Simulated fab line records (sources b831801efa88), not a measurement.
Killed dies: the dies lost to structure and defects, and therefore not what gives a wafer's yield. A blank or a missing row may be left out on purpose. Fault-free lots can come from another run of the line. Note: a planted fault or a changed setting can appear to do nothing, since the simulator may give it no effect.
The same fault as seen by 2 desks || flow gf180mcu || what lay behind the numbers comes last; until then each desk has only its own

## AT THE TOOL OWNER'S DESK: implanter-03
The tool's own readings at GF_PSD_IMPLANT_09, given as means over the sampled wafers that have a number, one for each lot that went through this tool. A lot is out of limits, marked OUT, if its mean lies more than 4 standard deviations from the usual mean; the brackets give that distance.
Columns: A = doseIonsCm2 at GF_PSD_IMPLANT_09, usual 1.4997e+15; B = endStationPressureTorr at GF_PSD_IMPLANT_09, usual 1.18e-05 Torr; C = faradayCurrentUA at GF_PSD_IMPLANT_09, usual 8261; D = tiltDeg at GF_PSD_IMPLANT_09, usual 6.998 degrees
{"lot": "L532", "first seen here": "day 14 12:28", "A": 1.5005e+15, "B": 1.21e-05, "C": 8147, "D": 7.000}
{"lot": "L537", "first seen here": "day 16 11:17", "A": "6.7423e+14 (-99 or more) OUT", "B": "8.07e-06 (-6.0) OUT", "C": "3836 (-26) OUT", "D": 7.003}
{"lot": "L538", "first seen here": "day 16 21:52", "A": "6.7360e+14 (-99 or more) OUT", "B": "7.87e-06 (-6.3) OUT", "C": "3725 (-27) OUT", "D": 6.991}
{"lot": "L547", "first seen here": "day 19 22:35", "A": 1.5000e+15, "B": 1.23e-05, "C": 8343, "D": 6.980}
{"lot": "L549", "first seen here": "day 20 12:35", "A": 1.5009e+15, "B": 1.14e-05, "C": 8184, "D": 6.998}
This desk's verdict: out of limits on L537, L538, starting with L537 at day 16 11:17 (doseIonsCm2 at GF_PSD_IMPLANT_09). L532, L547, L549: within limits.

## METROLOGY DESK
Means of the sampled wafers that have a number, per lot and without regard to the tool the lot ran on: this is what the gauges read. A lot is out of limits, marked OUT, if its mean lies more than 4 standard deviations from the usual mean; the brackets give that distance.
Columns: A = VT_IMPLANT_01_OVL at GF_VT_IMPLANT_OVL_MEAS_18, usual 0.3 nm; B = PSD_TW at GF_PSD_TW_MEAS_11, usual 3200; C = PSD_RS at GF_PSD_RS_MEAS_15, usual 108.53 ohm/sq
{"lot": "L531", "first seen here": "day 6 09:49", "A": 1.7, "B": 3188, "C": 108.58}
{"lot": "L532", "first seen here": "day 6 13:00", "A": -0.1, "B": 3192, "C": 108.80}
{"lot": "L536", "first seen here": "day 7 15:19", "A": -0.5, "B": 3212, "C": 108.80}
{"lot": "L537", "first seen here": "day 7 22:59", "A": 0.8, "B": "2649 (-42) OUT", "C": "178.53 (+99 or more) OUT"}
{"lot": "L538", "first seen here": "day 8 04:46", "A": -0.0, "B": "2632 (-44) OUT", "C": "180.45 (+99 or more) OUT"}
{"lot": "L546", "first seen here": "day 10 04:48", "A": 1.4, "B": 3193, "C": 108.03}
{"lot": "L547", "first seen here": "day 10 11:17", "A": 0.5, "B": 3190, "C": 108.35}
{"lot": "L549", "first seen here": "day 10 23:27", "A": -1.0, "B": 3195, "C": 108.59}
{"lot": "L551", "first seen here": "day 11 16:25", "A": -0.8, "B": 3215, "C": 108.46}
{"lot": "L552", "first seen here": "day 11 19:51", "A": -1.7, "B": 3210, "C": 108.27}
{"lot": "L554", "first seen here": "day 12 09:08", "A": -0.2, "B": 3212, "C": 108.68}
Finding of this desk: L537, L538 out of limits, first seen on L537 at day 16 11:31 (PSD_TW at GF_PSD_TW_MEAS_11). L531, L532, L536, L546, L547, L549, L551, L552, L554: within limits.

## PUT TOGETHER
The tool owner's desk could have raised an alarm at day 16 11:17, on L537, L538.
At day 16 11:31 the metrology desk could have sounded an alarm, on L537, L538.
Of the lots named, all ran GF_PSD_IMPLANT_09 on implanter-03.

## WHAT THE SIMULATOR PUT IN
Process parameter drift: implanter-03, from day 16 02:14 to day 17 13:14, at GF_PSD_IMPLANT_09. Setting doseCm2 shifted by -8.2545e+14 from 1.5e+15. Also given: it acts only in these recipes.
Struck lots among those shown: L537, L538.
Hours from the fault's start to each desk's first reading out of limits: the tool owner's desk, 9; the metrology desk, 9.
